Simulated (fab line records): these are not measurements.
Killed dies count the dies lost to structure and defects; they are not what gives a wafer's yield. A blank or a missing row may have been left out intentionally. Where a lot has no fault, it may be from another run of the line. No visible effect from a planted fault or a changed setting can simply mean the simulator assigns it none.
fab line records -- flow sky130 -- part 1 of 2: steps 1 to 43 of 44
record: lots: 6, wafers: 18, last_day: 50
route steps=708 shown VIA3@593 METAL4@598 CAP2M@603 PAD_OPEN@708
lots untouched by any fault: they come from a run of this same line in which no faults occurred
start_h: hours from the record's first day to the start of the lot's first wafer shown -- wait_h: hours since the lot's step before -- " repeats the value in the row above -- L1.1+2: a row that stands for several wafers -- - no value, or no start was given -- * or withheld: withheld -- < > ~ a bound
route shown NAME@n: a module of which the file shows steps, and the number in the route of the first -- usual: average and standard deviation across the fault-free wafers -- same: alike in all rows -- chamber/n: place in a boat -- sites: readings site by site -- _std_site: the values' standard deviation -- _edge_site: mean of outer sites minus mean of inner sites -- radius_mm: how far each site lies from the wafer's centre -- mask NAME#n: copy n -- behind: the last tool/chamber to shape the wafer -- hold: reason for holding the lot/hours on hold/outcome of the hold -- device: which transistor (n, p or np) failed to switch -- end of line: at the end of the route, the tests of the same wafers -- for a step that has no rows: nothing shown but its recipe -- killed: the dies lost at the first sort to structure and to defects; this is not the yield of the wafer -- map: a wafer's dies, marking killed ones x, the rest . and places with no die _
set.NAME: setting as actually run; set.NAME@STEP: the setting as run at that earlier step -- model.NAME: the simulator's own value behind a step, which no gauge read
lots at some steps of the route; a table a step, a row a wafer
services: when a tool's chamber went out of use (start_h, in hours from the record's first day, below 0 if earlier), for how many hours, and the reason
== steps ==
step: SKY_VIA3_SPUTTER_20
recipe: material: TiN, target_thk_nm: 20, chamber_pressure_pa: 5, power_w: 4000, time_s: 80
usual: throttle_valve_pct: 29.8/1.1
lot.wafer,tool,chamber,start_h,wait_h,throttle_valve_pct
L543.3,pvd_sputter-03,-,937.57,0.0,28.9
L543.5,pvd_sputter-03,-,937.57,0.0,31.0
L543.6,pvd_sputter-03,-,937.57,0.0,30.3
L547.1,pvd_sputter-03,-,968.22,0.0,30.4
L547.3,pvd_sputter-03,-,968.22,0.0,31.6
L547.5,pvd_sputter-03,-,968.22,0.0,30.4
L548.3,pvd_sputter-04,-,976.91,0.0,27.4
L548.5,pvd_sputter-04,-,976.91,0.0,30.8
L548.6,pvd_sputter-04,-,976.91,0.0,30.6
L552.1,pvd_sputter-02,-,1000.68,0.0,29.9
L552.3,pvd_sputter-02,-,1000.68,0.0,28.1
L552.5,pvd_sputter-02,-,1000.68,0.0,27.9
L562.2,pvd_sputter-03,-,1065.76,0.0,31.6
L562.3,pvd_sputter-03,-,1065.76,0.0,30.8
L562.6,pvd_sputter-03,-,1065.76,0.0,31.0
L563.1,pvd_sputter-03,-,1076.03,0.0,31.4
L563.5,pvd_sputter-03,-,1076.03,0.0,29.5
L563.6,pvd_sputter-03,-,1076.03,0.0,31.4
step: SKY_VIA3_CVD_21
recipe: material: W, target_thk_nm: 390, time_s: 117.31, temp_c: 400, pressure_torr: 40
usual: heater_power_w: 790/73
lot.wafer,tool,chamber,start_h,wait_h,heater_power_w
L543.3,cvd_w-02,1,937.68,0.1,885
L543.5,cvd_w-02,1,937.68,0.1,861
L543.6,cvd_w-02,0,937.68,0.1,690
L547.1,cvd_w-01,1,968.28,0.0,800
L547.3,cvd_w-01,0,968.28,0.0,796
L547.5,cvd_w-01,1,968.28,0.0,812
L548.3,cvd_w-02,1,977.01,0.1,892
L548.5,cvd_w-02,0,977.01,0.1,709
L548.6,cvd_w-02,1,977.01,0.1,899
L552.1,cvd_w-01,1,1000.74,0.0,801
L552.3,cvd_w-01,1,1000.74,0.0,831
L552.5,cvd_w-01,0,1000.74,0.0,772
L562.2,cvd_w-01,1,1065.82,0.0,795
L562.3,cvd_w-01,0,1065.82,0.0,761
L562.6,cvd_w-01,0,1065.82,0.0,771
L563.1,cvd_w-02,1,1076.09,0.0,890
L563.5,cvd_w-02,1,1076.09,0.0,892
L563.6,cvd_w-02,0,1076.09,0.0,684
step: SKY_VIA3_RS_MEAS_22
recipe: thk_meas_gauge: four-point-probe, reads: W_of_VIA3_CVD_21+TiN_of_VIA3_SPUTTER_20
usual: VIA3_W_RS: 0.294/0.0051
lot.wafer,tool,chamber,start_h,wait_h,VIA3_W_RS[ohm/sq]
L543.3,film_metro-04,-,937.80,0.1,0.294
L543.5,film_metro-04,-,937.80,0.1,0.292
L543.6,film_metro-04,-,937.80,0.1,0.297
L547.1,film_metro-02,-,968.40,0.1,0.291
L547.3,film_metro-02,-,968.40,0.1,0.291
L547.5,film_metro-02,-,968.40,0.1,0.291
L548.3,film_metro-01,-,977.13,0.1,0.291
L548.5,film_metro-01,-,977.13,0.1,0.297
L548.6,film_metro-01,-,977.13,0.1,0.291
L552.1,film_metro-04,-,1000.87,0.1,0.293
L552.3,film_metro-04,-,1000.87,0.1,0.293
L552.5,film_metro-04,-,1000.87,0.1,0.290
L562.2,film_metro-02,-,1065.96,0.1,0.295
L562.3,film_metro-02,-,1065.96,0.1,0.290
L562.6,film_metro-02,-,1065.96,0.1,0.294
L563.1,film_metro-01,-,1076.21,0.1,0.286
L563.5,film_metro-01,-,1076.21,0.1,0.289
L563.6,film_metro-01,-,1076.21,0.1,0.296
step: SKY_VIA3_THK_MEAS_23
recipe: thk_meas_gauge: xrf, reads: W_of_VIA3_CVD_21
usual: VIA3_W_THK: 398/7.7
lot.wafer,tool,chamber,start_h,wait_h,VIA3_W_THK[nm]
L543.3,film_metro-04,-,937.90,0.1,394
L543.5,film_metro-04,-,937.90,0.1,397
L543.6,film_metro-04,-,937.90,0.1,392
L547.1,film_metro-02,-,968.52,0.1,400
L547.3,film_metro-02,-,968.52,0.1,399
L547.5,film_metro-02,-,968.52,0.1,400
L548.3,film_metro-01,-,977.23,0.1,405
L548.5,film_metro-01,-,977.23,0.1,394
L548.6,film_metro-01,-,977.23,0.1,402
L552.1,film_metro-04,-,1000.99,0.1,397
L552.3,film_metro-04,-,1000.99,0.1,400
L552.5,film_metro-04,-,1000.99,0.1,401
L562.2,film_metro-02,-,1066.07,0.1,393
L562.3,film_metro-02,-,1066.07,0.1,396
L562.6,film_metro-02,-,1066.07,0.1,392
L563.1,film_metro-01,-,1076.33,0.1,416
L563.5,film_metro-01,-,1076.33,0.1,411
L563.6,film_metro-01,-,1076.33,0.1,402
step: SKY_VIA3_CMP_24
recipe: stop_on: SiO2, t_overpolish_s: 20, down_force_psi: 3.5, platen_rpm: 60, target_thk_nm: 0, pad_velocity_m_s: 0.94248
step: SKY_METAL4_SPUTTER_00
recipe: material: Ti, target_thk_nm: 15, power_w: 3000, time_s: 10, chamber_pressure_pa: 0.4
usual: throttle_valve_pct: 29.4/1.1
lot.wafer,tool,chamber,start_h,wait_h,throttle_valve_pct
L543.3,pvd_sputter-01,-,938.24,0.2,29.8
L543.5,pvd_sputter-01,-,938.24,0.2,28.5
L543.6,pvd_sputter-01,-,938.24,0.2,27.7
L547.1,pvd_sputter-02,-,968.90,0.1,28.0
L547.3,pvd_sputter-02,-,968.90,0.1,29.2
L547.5,pvd_sputter-02,-,968.90,0.1,28.9
L548.3,pvd_sputter-02,-,977.57,0.1,29.3
L548.5,pvd_sputter-02,-,977.57,0.1,27.9
L548.6,pvd_sputter-02,-,977.57,0.1,29.8
L552.1,pvd_sputter-02,-,1001.35,0.2,29.6
L552.3,pvd_sputter-02,-,1001.35,0.2,28.8
L552.5,pvd_sputter-02,-,1001.35,0.2,28.5
L562.2,pvd_sputter-02,-,1066.42,0.2,29.6
L562.3,pvd_sputter-02,-,1066.42,0.2,27.9
L562.6,pvd_sputter-02,-,1066.42,0.2,29.7
L563.1,pvd_sputter-01,-,1076.89,0.2,27.7
L563.5,pvd_sputter-01,-,1076.89,0.2,28.1
L563.6,pvd_sputter-01,-,1076.89,0.2,28.7
step: SKY_METAL4_SPUTTER_01
recipe: material: TiN, target_thk_nm: 20, power_w: 6500, time_s: 16.7, chamber_pressure_pa: 0.4
usual: throttle_valve_pct: 29.4/1.1
lot.wafer,tool,chamber,start_h,wait_h,throttle_valve_pct
L543.3,pvd_sputter-01,-,938.26,0.0,29.6
L543.5,pvd_sputter-01,-,938.26,0.0,28.4
L543.6,pvd_sputter-01,-,938.26,0.0,27.8
L547.1,pvd_sputter-02,-,968.92,0.0,27.7
L547.3,pvd_sputter-02,-,968.92,0.0,29.4
L547.5,pvd_sputter-02,-,968.92,0.0,28.9
L548.3,pvd_sputter-02,-,977.59,0.0,29.2
L548.5,pvd_sputter-02,-,977.59,0.0,27.9
L548.6,pvd_sputter-02,-,977.59,0.0,29.7
L552.1,pvd_sputter-02,-,1001.37,0.0,29.7
L552.3,pvd_sputter-02,-,1001.37,0.0,29.2
L552.5,pvd_sputter-02,-,1001.37,0.0,28.9
L562.2,pvd_sputter-02,-,1066.44,0.0,29.6
L562.3,pvd_sputter-02,-,1066.44,0.0,28.3
L562.6,pvd_sputter-02,-,1066.44,0.0,29.9
L563.1,pvd_sputter-01,-,1076.91,0.0,27.9
L563.5,pvd_sputter-01,-,1076.91,0.0,28.0
L563.6,pvd_sputter-01,-,1076.91,0.0,28.6
step: SKY_METAL4_SPUTTER_02
recipe: material: AlCu, target_thk_nm: 735, power_w: 10600, time_s: 39.1, chamber_pressure_pa: 0.4
step: SKY_METAL4_SPUTTER_03
recipe: material: Ti, target_thk_nm: 5, power_w: 3000, time_s: 3.3, chamber_pressure_pa: 0.4
step: SKY_METAL4_SPUTTER_04
recipe: material: TiN, target_thk_nm: 70, power_w: 6500, time_s: 58.3, chamber_pressure_pa: 0.4
step: SKY_CAP2M_CVD_00
recipe: material: SiO2, target_thk_nm: 15.5, temp_c: 400, time_s: withheld, rf_w: 450
usual: heater_power_w: 783/83
lot.wafer,tool,chamber,start_h,wait_h,heater_power_w
L543.3,pecvd-01,0,938.39,0.0,868
L543.5,pecvd-01,1,938.39,0.0,798
L543.6,pecvd-01,2,938.39,0.0,857
L547.1,pecvd-01,0,969.05,0.0,814
L547.3,pecvd-01,1,969.05,0.0,770
L547.5,pecvd-01,0,969.05,0.0,794
L548.3,pecvd-01,2,977.72,0.0,904
L548.5,pecvd-01,2,977.72,0.0,904
L548.6,pecvd-01,1,977.72,0.0,835
L552.1,pecvd-02,0,1001.50,0.0,662
L552.3,pecvd-02,0,1001.50,0.0,675
L552.5,pecvd-02,0,1001.50,0.0,660
L562.2,pecvd-02,0,1066.57,0.0,772
L562.3,pecvd-02,2,1066.57,0.0,828
L562.6,pecvd-02,2,1066.57,0.0,848
L563.1,pecvd-04,0,1077.05,0.0,628
L563.5,pecvd-04,2,1077.05,0.0,726
L563.6,pecvd-04,0,1077.05,0.0,637
step: SKY_CAP2M_THK_MEAS_01
recipe: reads: SiO2_of_CAP2M_CVD_00
usual: CAP2M_CVD_00_THK: 15.55/0.21
lot.wafer,tool,chamber,start_h,wait_h,CAP2M_CVD_00_THK[nm]
L543.3,film_metro-02,-,938.43,-,15.77
L543.5,film_metro-02,-,938.43,-,15.87
L543.6,film_metro-02,-,938.43,-,15.59
L547.1,film_metro-02,-,969.08,-,15.54
L547.3,film_metro-02,-,969.08,-,15.20
L547.5,film_metro-02,-,969.08,-,15.67
L548.3,film_metro-03,-,977.76,-,15.52
L548.5,film_metro-03,-,977.76,-,15.34
L548.6,film_metro-03,-,977.76,-,15.67
L552.1,film_metro-04,-,1001.53,-,15.61
L552.3,film_metro-04,-,1001.53,-,15.62
L552.5,film_metro-04,-,1001.53,-,15.97
L562.2,film_metro-03,-,1066.61,-,15.34
L562.3,film_metro-03,-,1066.61,-,15.51
L562.6,film_metro-03,-,1066.61,-,15.53
L563.1,film_metro-04,-,1077.07,-,15.38
L563.5,film_metro-04,-,1077.07,-,15.56
L563.6,film_metro-04,-,1077.07,-,15.55
step: SKY_CAP2M_SPUTTER_02
recipe: material: TiN, target_thk_nm: 200, temp_c: 300, power_w: 6500, time_s: 166.7, chamber_pressure_pa: 0.4
usual: throttle_valve_pct: 29.9/1.3
lot.wafer,tool,chamber,start_h,wait_h,throttle_valve_pct,model.TiN_of_CAP2M_SPUTTER_02.thk_nm
L543.3,pvd_sputter-04,-,938.47,0.0,30.7,198.2
L543.5,pvd_sputter-04,-,938.47,0.0,27.2,197.4
L543.6,pvd_sputter-04,-,938.47,0.0,30.4,197.5
L547.1,pvd_sputter-03,-,969.14,0.1,31.5,203.3
L547.3,pvd_sputter-03,-,969.14,0.1,29.1,200.3
L547.5,pvd_sputter-03,-,969.14,0.1,29.1,198.7
L548.3,pvd_sputter-01,-,977.80,0.0,28.6,201.9
L548.5,pvd_sputter-01,-,977.80,0.0,27.9,201.3
L548.6,pvd_sputter-01,-,977.80,0.0,28.5,201.2
L552.1,pvd_sputter-04,-,1001.59,0.1,30.4,198.2
L552.3,pvd_sputter-04,-,1001.59,0.1,31.0,201.1
L552.5,pvd_sputter-04,-,1001.59,0.1,30.7,198.3
L562.2,pvd_sputter-03,-,1066.66,0.0,30.6,178.2
L562.3,pvd_sputter-03,-,1066.66,0.0,30.8,196.8
L562.6,pvd_sputter-03,-,1066.66,0.0,29.3,179.4
L563.1,pvd_sputter-03,-,1077.13,0.1,29.2,203.6
L563.5,pvd_sputter-03,-,1077.13,0.1,31.5,202.1
L563.6,pvd_sputter-03,-,1077.13,0.1,30.8,183.5
step: SKY_CAP2M_RS_MEAS_03
recipe: thk_meas_gauge: four-point-probe, reads: TiN_of_CAP2M_SPUTTER_02
usual: CAP2M_TIN_RS: 6.92/0.088
lot.wafer,tool,chamber,start_h,wait_h,CAP2M_TIN_RS[ohm/sq]
L543.3,film_metro-04,-,938.62,0.1,6.98
L543.5,film_metro-04,-,938.62,0.1,7.02
L543.6,film_metro-04,-,938.62,0.1,7.01
L547.1,film_metro-02,-,969.25,0.1,6.79
L547.3,film_metro-02,-,969.25,0.1,6.90
L547.5,film_metro-02,-,969.25,0.1,6.95
L548.3,film_metro-04,-,977.95,0.1,6.85
L548.5,film_metro-04,-,977.95,0.1,6.87
L548.6,film_metro-04,-,977.95,0.1,6.87
L552.1,film_metro-02,-,1001.70,0.1,6.98
L552.3,film_metro-02,-,1001.70,0.1,6.87
L552.5,film_metro-02,-,1001.70,0.1,6.98
L562.2,film_metro-03,-,1066.78,0.1,7.77
L562.3,film_metro-03,-,1066.78,0.1,7.03
L562.6,film_metro-03,-,1066.78,0.1,7.72
L563.1,film_metro-02,-,1077.24,0.1,6.76
L563.5,film_metro-02,-,1077.24,0.1,6.85
L563.6,film_metro-02,-,1077.24,0.1,7.53
step: SKY_CAP2M_THK_MEAS_04
recipe: thk_meas_gauge: xrf, reads: TiN_of_CAP2M_SPUTTER_02
usual: CAP2M_TIN_THK: 196.9/2.3
lot.wafer,tool,chamber,start_h,wait_h,CAP2M_TIN_THK[nm]
L543.3,film_metro-04,-,938.72,0.1,196.7
L543.5,film_metro-04,-,938.72,0.1,194.9
L543.6,film_metro-04,-,938.72,0.1,195.0
L547.1,film_metro-02,-,969.37,0.1,199.6
L547.3,film_metro-02,-,969.37,0.1,196.8
L547.5,film_metro-02,-,969.37,0.1,195.5
L548.3,film_metro-04,-,978.05,0.1,198.5
L548.5,film_metro-04,-,978.05,0.1,198.9
L548.6,film_metro-04,-,978.05,0.1,197.8
L552.1,film_metro-02,-,1001.82,0.1,194.2
L552.3,film_metro-02,-,1001.82,0.1,197.6
L552.5,film_metro-02,-,1001.82,0.1,194.5
L562.2,film_metro-03,-,1066.89,0.1,176.2
L562.3,film_metro-03,-,1066.89,0.1,195.3
L562.6,film_metro-03,-,1066.89,0.1,177.2
L563.1,film_metro-02,-,1077.36,0.1,198.6
L563.5,film_metro-02,-,1077.36,0.1,197.8
L563.6,film_metro-02,-,1077.36,0.1,179.2
step: SKY_CAP2M_DEHYDRATE_05
recipe: temp_c: 200, time_s: 60
step: SKY_CAP2M_HMDS_06
recipe: prime_time_s: 60, prime_temp_c: 120
step: SKY_CAP2M_COAT_07
recipe: resist: NOVOLAK, spin_rpm: 3000, resist_thk_nm: 1140
step: SKY_CAP2M_SOFTBAKE_08
recipe: temp_c: 90, time_s: 60, resist: NOVOLAK
step: SKY_CAP2M_EXPOSE_09
recipe: mask_id: CAP2M, na: 0.6, source_shape: conventional, sigma_outer: 0.6, polarization: unpolarized, target_cd_nm: 1000, dose_mj: 159
step: SKY_CAP2M_PEB_10
recipe: temp_c: withheld, time_s: *, resist: NOVOLAK
step: SKY_CAP2M_DEVELOP_11
recipe: resist: NOVOLAK, developer: TMAH, develop_time_s: 60, dev_temp_c: 23
step: SKY_CAP2M_OVL_MEAS_12
usual: CAP2M_OVL: 1.2/1.4
lot.wafer,tool,chamber,start_h,wait_h,CAP2M_OVL[nm]
L543.3,overlay-02,-,962.49,0.1,-0.3
L543.5,overlay-02,-,962.49,0.1,3.0
L543.6,overlay-02,-,962.49,0.1,-0.1
L547.1,overlay-01,-,992.72,0.1,3.0
L547.3,overlay-01,-,992.72,0.1,-0.4
L547.5,overlay-01,-,992.72,0.1,1.9
L548.3,overlay-01,-,1001.40,0.1,1.9
L548.5,overlay-01,-,1001.40,0.1,3.2
L548.6,overlay-01,-,1001.40,0.1,-0.6
L552.1,overlay-01,-,1025.23,0.1,0.7
L552.3,overlay-01,-,1025.23,0.1,1.3
L552.5,overlay-01,-,1025.23,0.1,1.6
L562.2,overlay-02,-,1086.59,0.1,1.0
L562.3,overlay-02,-,1086.59,0.1,1.4
L562.6,overlay-02,-,1086.59,0.1,4.3
L563.1,overlay-01,-,1097.53,0.1,2.9
L563.5,overlay-01,-,1097.53,0.1,2.8
L563.6,overlay-01,-,1097.53,0.1,4.2
step: SKY_CAP2M_METAL_ETCH_13
recipe: target_depth_nm: 220, stop_on: SiO2, chemistry: Cl2/BCl3, target: TiN, pressure_mtorr: 10, icp_w: 900, bias_w: 48.5, Cl2_flow_sccm: 60, bcl3_flow_sccm: 30, time_s: 62.9
usual: drypump_motor_current_A: 6.0/0.39, oes_product_au: 0.940/0.0082, throttle_valve_pct: 21.902/0.011
lot.wafer,tool,chamber,start_h,wait_h,drypump_motor_current_A,oes_product_au,rf_hours_counter_h,throttle_valve_pct
L543.3,rie_metal-02,0,962.54,0.0,5.8,0.939,-,21.911
L543.5,rie_metal-02,1,962.54,0.0,6.6,0.926,-,21.912
L543.6,rie_metal-02,0,962.54,0.0,5.8,0.935,-,21.895
L547.1,rie_metal-04,0,992.75,0.0,5.8,0.957,4,21.909
L547.3,rie_metal-04,1,992.75,0.0,5.4,0.942,-,21.887
L547.5,rie_metal-04,0,992.75,0.0,5.8,0.942,-,21.897
L548.3,rie_metal-04,0,1001.45,0.0,5.8,0.954,-,21.908
L548.5,rie_metal-04,0,1001.45,0.0,5.8,0.945,-,21.889
L548.6,rie_metal-04,1,1001.45,0.0,5.4,0.953,-,21.890
L552.1,rie_metal-02,0,1025.27,0.0,5.8,0.932,11,21.900
L552.3,rie_metal-02,0,1025.27,0.0,5.8,0.940,-,21.899
L552.5,rie_metal-02,0,1025.27,0.0,5.8,0.934,-,21.888
L562.2,rie_metal-02,0,1086.62,0.0,5.8,0.878,15,21.947
L562.3,rie_metal-02,1,1086.62,0.0,6.5,0.936,-,21.917
L562.6,rie_metal-02,0,1086.62,0.0,5.8,0.888,-,21.932
L563.1,rie_metal-01,1,1097.57,0.0,6.2,0.951,24,21.902
L563.5,rie_metal-01,1,1097.57,0.0,6.2,0.944,-,21.881
L563.6,rie_metal-01,1,1097.57,0.0,6.2,0.897,-,21.931
step: SKY_CAP2M_STRIP_14
recipe: chemistry: O2/N2, power_w: 1400, pressure_mtorr: 1500, platen_temp_c: withheld, o2_flow_sccm: 3000, n2_flow_sccm: 300, overash_fraction: 0.5
step: SKY_CAP2M_STRIP_15
recipe: chemistry: post_etch_residue_remover, time_s: 1200, temp_c: 72.5
step: SKY_CAP2M_CLEAN_16
recipe: chemistry: IPA, time_s: 180, temp_c: 25
step: SKY_CAP2M_CLEAN_17
recipe: chemistry: O3/DIW, dry: n2_spin
step: SKY_METAL4_DEHYDRATE_05
recipe: temp_c: 200, time_s: 60
step: SKY_METAL4_HMDS_06
recipe: prime_time_s: 60, prime_temp_c: 120
step: SKY_METAL4_COAT_07
recipe: resist: BARC, temp_c: withheld, time_s: withheld, spin_rpm: 3000, resist_thk_nm: 60
step: SKY_METAL4_COAT_08
recipe: resist: KrF-thick, spin_rpm: 3000, resist_thk_nm: 1140
step: SKY_METAL4_SOFTBAKE_09
recipe: temp_c: 100, time_s: 90, resist: KrF-thick
step: SKY_METAL4_EXPOSE_10
recipe: mask_id: MM4, na: 0.68, source_shape: annular, sigma_inner: 0.4, sigma_outer: 0.8, target_cd_nm: 300, dose_mj: 28
step: SKY_METAL4_PEB_11
recipe: peb_temp_c: withheld, peb_time_s: withheld, resist: KrF-thick
step: SKY_METAL4_DEVELOP_12
recipe: develop_time_s: 60, resist: KrF-thick, dev_temp_c: 21
step: SKY_METAL4_CD_MEAS_13
recipe: target_cd_nm: 300
usual: cd_nm: 300.0/1.5
lot.wafer,tool,chamber,start_h,wait_h,cd_nm
L543.3,cd_sem-01,-,987.18,-,302.7
L543.5,cd_sem-01,-,987.18,-,301.4
L543.6,cd_sem-01,-,987.18,-,302.2
L547.1,cd_sem-01,-,1016.89,-,299.2
L547.3,cd_sem-01,-,1016.89,-,299.8
L547.5,cd_sem-01,-,1016.89,-,299.1
L548.3,cd_sem-02,-,1025.97,-,300.1
L548.5,cd_sem-02,-,1025.97,-,299.5
L548.6,cd_sem-02,-,1025.97,-,300.9
L552.1,cd_sem-01,-,1049.27,-,298.0
L552.3,cd_sem-01,-,1049.27,-,298.6
L552.5,cd_sem-01,-,1049.27,-,297.4
L562.2,cd_sem-01,-,1107.51,-,298.2
L562.3,cd_sem-01,-,1107.51,-,298.2
L562.6,cd_sem-01,-,1107.51,-,298.1
L563.1,cd_sem-02,-,1118.03,-,299.8
L563.5,cd_sem-02,-,1118.03,-,298.4
L563.6,cd_sem-02,-,1118.03,-,298.9
step: SKY_METAL4_OVL_MEAS_14
usual: METAL4_OVL: 5/6.7
lot.wafer,tool,chamber,start_h,wait_h,METAL4_OVL[nm]
L543.3,overlay-02,-,987.27,0.1,9
L543.5,overlay-02,-,987.27,0.1,7
L543.6,overlay-02,-,987.27,0.1,6
L547.1,overlay-02,-,1017.01,0.1,-1
L547.3,overlay-02,-,1017.01,0.1,-1
L547.5,overlay-02,-,1017.01,0.1,0
L548.3,overlay-01,-,1026.06,0.1,8
L548.5,overlay-01,-,1026.06,0.1,0
L548.6,overlay-01,-,1026.06,0.1,3
L552.1,overlay-01,-,1049.39,0.1,3
L552.3,overlay-01,-,1049.39,0.1,6
L552.5,overlay-01,-,1049.39,0.1,-5
L562.2,overlay-02,-,1107.62,0.1,9
L562.3,overlay-02,-,1107.62,0.1,4
L562.6,overlay-02,-,1107.62,0.1,7
L563.1,overlay-02,-,1118.15,0.1,1
L563.5,overlay-02,-,1118.15,0.1,-5
L563.6,overlay-02,-,1118.15,0.1,3
step: SKY_METAL4_DESCUM_15
recipe: chemistry: O2, source_power_w: 150, bias_power_w: 0, pressure_mtorr: 10, temp_c: 40, time_s: 8
step: SKY_METAL4_ETCH_16
recipe: chemistry: N2/H2, target: BARC, ion_energy_ev: 200, bias_w: 100, pressure_mtorr: 30, n2_flow_sccm: 100, h2_flow_sccm: 200, icp_w: 500, stop_on: SiO2, time_s: 88.2, target_depth_a: 600
step: SKY_METAL4_ETCH_17
recipe: target: SiO2, stop_on: TiN, chemistry: C4F8/O2/Ar, source_w: 1500, bias_w: 1200, pressure_mtorr: 40, c4f8_flow_sccm: withheld, O2_flow_sccm: 6, Ar_flow_sccm: 300, time_s: 3.9, target_depth_a: 150
step: SKY_METAL4_METAL_ETCH_18
recipe: target_depth_a: 8450, stop_on: SiO2, over_etch_frac: 0.3, time_s: 183.1, chemistry: Cl2/BCl3, resist_sidewall_deg: 88, pressure_mtorr: 10, icp_w: 900, bias_w: 48.5, Cl2_flow_sccm: 60, bcl3_flow_sccm: 30
step: SKY_METAL4_STRIP_20
recipe: chemistry: post_etch_residue_remover, time_s: 1200, temp_c: 72.5
usual: temp_c: 72.50/0.13
lot.wafer,tool,chamber,start_h,wait_h,temp_c,model.TiN_of_CAP2M_SPUTTER_02.thk_nm
L543.3,wet_bench-02,0,987.72,0.0,72.31,197.3
L543.5,wet_bench-02,0,987.72,0.0,72.53,196.6
L543.6,wet_bench-02,0,987.72,0.0,72.18,196.6
L547.1,wet_bench-01,1,1017.47,0.1,72.59,202.4
L547.3,wet_bench-01,1,1017.47,0.1,72.21,199.5
L547.5,wet_bench-01,1,1017.47,0.1,72.41,197.8
L548.3,wet_bench-01,2,1026.51,0.0,72.52,201.1
L548.5,wet_bench-01,2,1026.51,0.0,72.48,200.5
L548.6,wet_bench-01,2,1026.51,0.0,72.52,200.3
L552.1,wet_bench-02,2,1049.86,0.1,72.61,197.3
L552.3,wet_bench-02,2,1049.86,0.1,72.47,200.3
L552.5,wet_bench-02,2,1049.86,0.1,72.59,197.4
L562.2,wet_bench-03,2,1108.07,0.1,72.66,177.4
L562.3,wet_bench-03,2,1108.07,0.1,72.64,195.9
L562.6,wet_bench-03,2,1108.07,0.1,72.43,178.6
L563.1,wet_bench-03,2,1118.61,0.1,72.62,202.8
L563.5,wet_bench-03,2,1118.61,0.1,72.54,201.3
L563.6,wet_bench-03,2,1118.61,0.1,72.61,182.6
== key ==
first_sign: step: SKY_CAP2M_RS_MEAS_03, reading: CAP2M_TIN_RS, direction: up, sigmas: 8.5, usual: 6.92, struck: 7.68
effect: step: SKY_CAP2M_THK_MEAS_04, reading: CAP2M_TIN_THK, direction: down, sigmas: 8.4, usual: 196.9, struck: 177.5
effect: step: SKY_CAP2M_METAL_ETCH_13, reading: oes_product_au, direction: down, sigmas: 6.3, usual: 0.940, struck: 0.888
model_effect: step: SKY_CAP2M_SPUTTER_02, value: TiN_of_CAP2M_SPUTTER_02.thk_nm, without: 198.9, struck: 180.4
model_effect: step: SKY_METAL4_STRIP_20, value: TiN_of_CAP2M_SPUTTER_02.thk_nm, without: 198.1, struck: 179.5
model_effect: step: SKY_PAD_OPEN_PROBE_99, value: etest.cap_mim2.plate_ohm_sq, without: 6.028, struck: 6.649
met_at SKY_CAP2M_SPUTTER_02
struck_wafers L562.2,L562.6,L563.6
onset_between 969.14 1066.66
fault: kind: process_parameter_drift, tool: pvd_sputter-03, chamber: -, onset_h: 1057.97, steps: SKY_CAP2M_SPUTTER_02, channel: time_s, offset: *, shape: step, end_h: 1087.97, scope: struck_wafers_only, acts_in: *, stated: *
